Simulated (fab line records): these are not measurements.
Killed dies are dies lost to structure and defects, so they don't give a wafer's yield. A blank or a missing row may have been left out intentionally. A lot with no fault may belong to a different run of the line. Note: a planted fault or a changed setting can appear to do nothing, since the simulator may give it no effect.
The tool behind it: which one? + flow gf180mcu + 21 wafers sampled from 7 lots at 1 step of a route of 602

== WHAT THE GAUGES READ, wafer by wafer ==
GF_VT_IMPLANT_OVL_MEAS_40.
| lot  | measured     | on         | VT_IMPLANT_03_OVL (nm) |
|------|--------------|------------|------------------------|
| L677 | day 8 05:37  | overlay-01 | 0.5 1.1 0.1            |
| L680 | day 9 00:00  | overlay-02 | -1.4 -1.2 -1.9         |
| L682 | day 9 09:31  | overlay-01 | 1.2 1.3 0.2            |
| L684 | day 10 06:48 | overlay-02 | -0.5 0.4 -1.2          |
| L686 | day 10 17:07 | overlay-02 | -0.8 1.7 1.1           |
| L688 | day 11 06:36 | overlay-01 | 2.1 1.1 0.7            |
| L698 | day 14 07:33 | overlay-01 | -0.9 0.0 0.6           |

== EACH LOT AND THE TOOL THAT RAN IT (in order: tool; ch and the chambers of the sampled wafers; start) ==
There is no process step in the record ahead of these readings.

== THE ANSWER, worked out from the rows above alone ==
Rule: the lots themselves supply what counts as usual. Put in order of their means at a reading, lots are off if they are a third of the lots or fewer, leave a main group of 4 or more, and stand apart from it by a gap of 3 or more times the standard deviation of the main group's means; of several such gaps the widest counts. A main group whose means are all the same, to the digits that the tables above print for the reading, isn't used. Also off: a lot with no number at a reading for which 4 or more lots have one. Any other lot the step has rows for is counted as sound.
None of the lots is off at any reading shown; this tells nothing.

== WHAT THE SIMULATOR HAD PUT IN ==
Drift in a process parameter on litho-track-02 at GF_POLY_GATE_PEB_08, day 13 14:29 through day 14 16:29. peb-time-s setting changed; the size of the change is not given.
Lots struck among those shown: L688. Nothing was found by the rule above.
